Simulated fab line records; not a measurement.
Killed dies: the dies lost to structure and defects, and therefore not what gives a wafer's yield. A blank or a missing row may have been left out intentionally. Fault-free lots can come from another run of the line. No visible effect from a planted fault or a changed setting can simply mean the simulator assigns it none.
Which tool was responsible? || flow gf180mcu || 7 lots with 21 wafers sampled at 2 steps, on a route of 602 steps

== WHAT EACH GAUGE READ, for each wafer ==
GF_MVPSD_TW_MEAS_11.
{"lot": "L296", "measured": "day 5 13:02", "on": "film_metro-02", "MVPSD_TW": "550 553 558"}
{"lot": "L298", "measured": "day 6 01:31", "on": "film_metro-02", "MVPSD_TW": "551 553 553"}
{"lot": "L300", "measured": "day 6 14:13", "on": "film_metro-04", "MVPSD_TW": "549 548 546"}
{"lot": "L304", "measured": "day 7 17:10", "on": "film_metro-02", "MVPSD_TW": "557 559 559"}
{"lot": "L308", "measured": "day 8 14:42", "on": "film_metro-02", "MVPSD_TW": "556 557 554"}
{"lot": "L312", "measured": "day 9 13:50", "on": "film_metro-04", "MVPSD_TW": "550 549 549"}
{"lot": "L316", "measured": "day 10 13:53", "on": "film_metro-04", "MVPSD_TW": "545 544 548"}

== WHICH TOOL RAN EACH LOT (tool, then ch and the chambers of the sampled wafers, then the start) ==
{"lot": "L296", "GF_DNWELL_STRIP_08": "plasma_asher-04 ch 0,1, day 3 05:03"}
{"lot": "L298", "GF_DNWELL_STRIP_08": "plasma_asher-04 ch 0,1, day 3 16:03"}
{"lot": "L300", "GF_DNWELL_STRIP_08": "plasma_asher-02 ch 0,1, day 4 03:54"}
{"lot": "L304", "GF_DNWELL_STRIP_08": "plasma_asher-04 ch 0,1, day 5 02:10"}
{"lot": "L308", "GF_DNWELL_STRIP_08": "plasma_asher-04 ch 0,1, day 5 22:20"}
{"lot": "L312", "GF_DNWELL_STRIP_08": "plasma_asher-02 ch 1, day 6 19:22"}
{"lot": "L316", "GF_DNWELL_STRIP_08": "plasma_asher-02 ch 0,1, day 7 15:51"}
- GF_DNWELL_STRIP_08: strips in O2/N2.

== THE ANSWER, worked out from the rows above alone ==
Rule: what is usual is taken from the lots themselves. The widest of any qualifying gaps counts: lots, ordered by their means at a reading, are off when they make up no more than a third of the lots, leave a main group of 4 or more, and stand apart from it by 3 or more times the standard deviation of that group's means. If all means in a main group match to the digits the tables above print for the reading, that group is not used. Also off: a lot with no number at a reading for which 4 or more lots have one. All remaining lots with rows at the step are treated as sound.
Nothing can be told from this: no lot is off at any reading shown.

== WHAT WAS PUT IN BY THE SIMULATOR ==
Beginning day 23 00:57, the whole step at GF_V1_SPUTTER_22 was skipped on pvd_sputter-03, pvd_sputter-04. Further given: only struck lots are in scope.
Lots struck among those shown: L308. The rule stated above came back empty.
